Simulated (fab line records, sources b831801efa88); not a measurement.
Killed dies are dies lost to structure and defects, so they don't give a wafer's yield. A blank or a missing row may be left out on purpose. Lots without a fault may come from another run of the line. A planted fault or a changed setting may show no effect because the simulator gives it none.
Chamber matching | flow gf180mcu | GF_CONTACT_ETCH_16 on rie_diel-01: 4 sister chambers
The step etches BARC in N2/H2. 4 wafers are shown with their chamber, then 12 later ones without.

WAFERS WITH THEIR CHAMBER
wafer  | chamber | drypump_motor_current_A (A)
L086.4 | 1       | 4.7
L086.6 | 0       | 6.3
L091.5 | 2       | 5.7
L091.6 | 3       | 5.7

WAFERS WITHOUT THEIR CHAMBER
wafer  | drypump_motor_current_A (A)
L092.1 | 5.7
L092.2 | 6.3
L092.3 | 4.7
L092.4 | 5.8
L092.5 | 5.7
L092.6 | 5.7
L094.1 | 5.7
L094.3 | 5.6
L094.5 | 5.7
L096.2 | 4.7
L096.5 | 6.3
L096.6 | 5.7

WHICH CHAMBER EACH WENT THROUGH
wafer  | from the rows above     | in truth
L092.1 | can't be placed: 2 or 3 | 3
L092.2 | 0                       | 0
L092.3 | 1                       | 1
L092.4 | can't be placed: 2 or 3 | 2
L092.5 | can't be placed: 2 or 3 | 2
L092.6 | can't be placed: 2 or 3 | 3
L094.1 | can't be placed: 2 or 3 | 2
L094.3 | can't be placed: 2 or 3 | 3
L094.5 | can't be placed: 2 or 3 | 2
L096.2 | 1                       | 1
L096.5 | 0                       | 0
L096.6 | can't be placed: 2 or 3 | 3
Placed correctly: 4 of 12. Can't be placed from these rows: 8 (the true chamber is among the candidates in 8). Placed wrongly: 0.
How it was worked out, from the rows above alone: a wafer's distance from a chamber is the root of the sum, over the readings, of the square of ((its reading less the chamber's mean) divided by the reading's scatter). The wafer belongs to the nearest chamber; if the next one is less than 2 further off, it can't be placed. A chamber's mean is the mean of its shown wafers. The scatter: with one shown wafer a chamber, the root of the mean of the squares of how far each hidden wafer lies from its nearest shown one.
